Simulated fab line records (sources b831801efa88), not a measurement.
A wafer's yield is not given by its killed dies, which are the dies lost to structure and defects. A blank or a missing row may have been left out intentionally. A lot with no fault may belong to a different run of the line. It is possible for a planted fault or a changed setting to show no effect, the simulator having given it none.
Commonality check across tools + flow gf180mcu + 13 lots, 39 wafers sampled

== THE REASON FOR OPENING IT ==
1 of 13 lots carry a flag on the reading MVSD_TW at GF_MVSD_TW_MEAS_11. Fault-free wafers read 1578, with a standard deviation of 10.
Rule: a lot gets a flag if all its wafers with a number sit over 4 standard deviations from that mean, or if no wafer of it has a number. As for the other lots, they are considered sound.

| lot  | measured     | on            | MVSD_TW, wafer by wafer | flag    |
|------|--------------|---------------|-------------------------|---------|
| L848 | day 4 09:59  | film-metro-03 | 1596 1592 1596          |         |
| L849 | day 4 16:32  | film-metro-03 | 1584 1586 1594          |         |
| L850 | day 4 22:20  | film-metro-03 | 1589 1585 1585          |         |
| L851 | day 5 04:44  | film-metro-03 | 1580 1579 1571          |         |
| L853 | day 5 17:05  | film-metro-04 | 1567 1574 1561          |         |
| L861 | day 7 13:06  | film-metro-03 | 30 30 30                | FLAGGED |
| L863 | day 8 02:23  | film-metro-03 | 1581 1587 1577          |         |
| L864 | day 8 07:50  | film-metro-04 | 1571 1573 1571          |         |
| L865 | day 8 12:26  | film-metro-03 | 1584 1588 1588          |         |
| L867 | day 9 01:27  | film-metro-02 | 1579 1570 1578          |         |
| L869 | day 9 18:02  | film-metro-04 | 1561 1560 1563          |         |
| L870 | day 9 19:44  | film-metro-04 | 1563 1563 1571          |         |
| L871 | day 10 02:17 | film-metro-02 | 1579 1570 1568          |         |
On average the flagged lots read 30, which is -1548 against the usual, or -99 or more standard deviations.

== LOT BY LOT: THE TOOL USED ==
The record holds 2 process steps before the reading, out of a route of 602 steps. In each cell: the tool, then ch and the chambers that the sampled wafers went through, then the start.
| lot  | flag    | GF_LVPWELL_STRIP_10                 | GF_MVSD_STRIP_10                     |
|------|---------|-------------------------------------|--------------------------------------|
| L848 |         | plasma-asher-03 ch 0,1, day 3 19:56 | plasma-asher-02 ch 0,1, day 4 09:53  |
| L849 |         | plasma-asher-02 ch 0,1, day 4 02:26 | plasma-asher-04 ch 0,1, day 4 16:26  |
| L850 |         | plasma-asher-03 ch 0,1, day 4 07:50 | plasma-asher-03 ch 0,1, day 4 22:14  |
| L851 |         | plasma-asher-01 ch 0,1, day 4 14:17 | plasma-asher-02 ch 0,1, day 5 04:38  |
| L853 |         | plasma-asher-02 ch 1, day 5 02:29   | plasma-asher-02 ch 0,1, day 5 16:59  |
| L861 | FLAGGED | plasma-asher-02 ch 0,1, day 6 21:25 | plasma-asher-03 ch 0,1, day 7 13:01  |
| L863 |         | plasma-asher-01 ch 0, day 7 09:26   | plasma-asher-02 ch 0,1, day 8 02:17  |
| L864 |         | plasma-asher-01 ch 0,1, day 7 15:14 | plasma-asher-03 ch 0,1, day 8 07:44  |
| L865 |         | plasma-asher-03 ch 0,1, day 7 19:41 | plasma-asher-03 ch 0,1, day 8 12:20  |
| L867 |         | plasma-asher-01 ch 0,1, day 8 08:17 | plasma-asher-04 ch 0,1, day 9 01:20  |
| L869 |         | plasma-asher-02 ch 0,1, day 9 00:14 | plasma-asher-03 ch 0,1, day 9 17:56  |
| L870 |         | plasma-asher-02 ch 0,1, day 9 02:53 | plasma-asher-03 ch 0,1, day 9 19:38  |
| L871 |         | plasma-asher-01 ch 0,1, day 9 08:44 | plasma-asher-04 ch 0,1, day 10 02:11 |
What the steps here do:
- GF_LVPWELL_STRIP_10: strips in O2/N2.
- GF_MVSD_STRIP_10: strips in O2/N2.
- GF_MVSD_TW_MEAS_11

== FLAGGED AGAINST TOTAL, ONE TOOL AT A TIME (gauges that did the reading follow at the end) ==
| step                | tool            | lots run | flagged | share of the flagged lots | sound lots run after its first flagged lot |
|---------------------|-----------------|----------|---------|---------------------------|--------------------------------------------|
| GF_LVPWELL_STRIP_10 | plasma-asher-01 | 5        | 0       | none                      | -                                          |
| GF_LVPWELL_STRIP_10 | plasma-asher-02 | 5        | 1       | all                       | 2 (L869,L870)                              |
| GF_LVPWELL_STRIP_10 | plasma-asher-03 | 3        | 0       | none                      | -                                          |
| GF_MVSD_STRIP_10    | plasma-asher-02 | 4        | 0       | none                      | -                                          |
| GF_MVSD_STRIP_10    | plasma-asher-03 | 6        | 1       | all                       | 4 (L864,L865,L869,L870)                    |
| GF_MVSD_STRIP_10    | plasma-asher-04 | 3        | 0       | none                      | -                                          |
| GF_MVSD_TW_MEAS_11  | film-metro-02   | 2        | 0       | none                      | -                                          |
| GF_MVSD_TW_MEAS_11  | film-metro-03   | 7        | 1       | all                       | 2 (L863,L865)                              |
| GF_MVSD_TW_MEAS_11  | film-metro-04   | 4        | 0       | none                      | -                                          |

== WHAT THE TABLE PERMITS ==
In the table, 3 rows ran each flagged lot (plasma-asher-02 at GF_LVPWELL_STRIP_10; plasma-asher-03 at GF_MVSD_STRIP_10; film-metro-03 at GF_MVSD_TW_MEAS_11).
- plasma-asher-02 at GF_LVPWELL_STRIP_10: 1 of its 5 lots flagged. Lots that were sound ran on it after the first flagged one (L869, L870); a persistent fault on the entire tool would not allow that. Its own readings lie more than 4 standard deviations out on every wafer of the flagged lots: oes-product-au.
- plasma-asher-03 at GF_MVSD_STRIP_10: 1 of its 6 lots flagged. Lots that were sound ran on it after the first flagged one (L864, L865, L869, L870); a persistent fault on the entire tool would not allow that. Its own readings lie more than 4 standard deviations out on every wafer of the flagged lots: strip-time-to-endpoint-s.
- film-metro-03 at GF_MVSD_TW_MEAS_11: 1 of its 7 lots flagged. Lots that were sound ran on it after the first flagged one (L863, L865); a persistent fault on the entire tool would not allow that.
There is no row in the table that ran each flagged lot and no sound lot after the first.

== WHAT THE SIMULATOR HAD PUT IN ==
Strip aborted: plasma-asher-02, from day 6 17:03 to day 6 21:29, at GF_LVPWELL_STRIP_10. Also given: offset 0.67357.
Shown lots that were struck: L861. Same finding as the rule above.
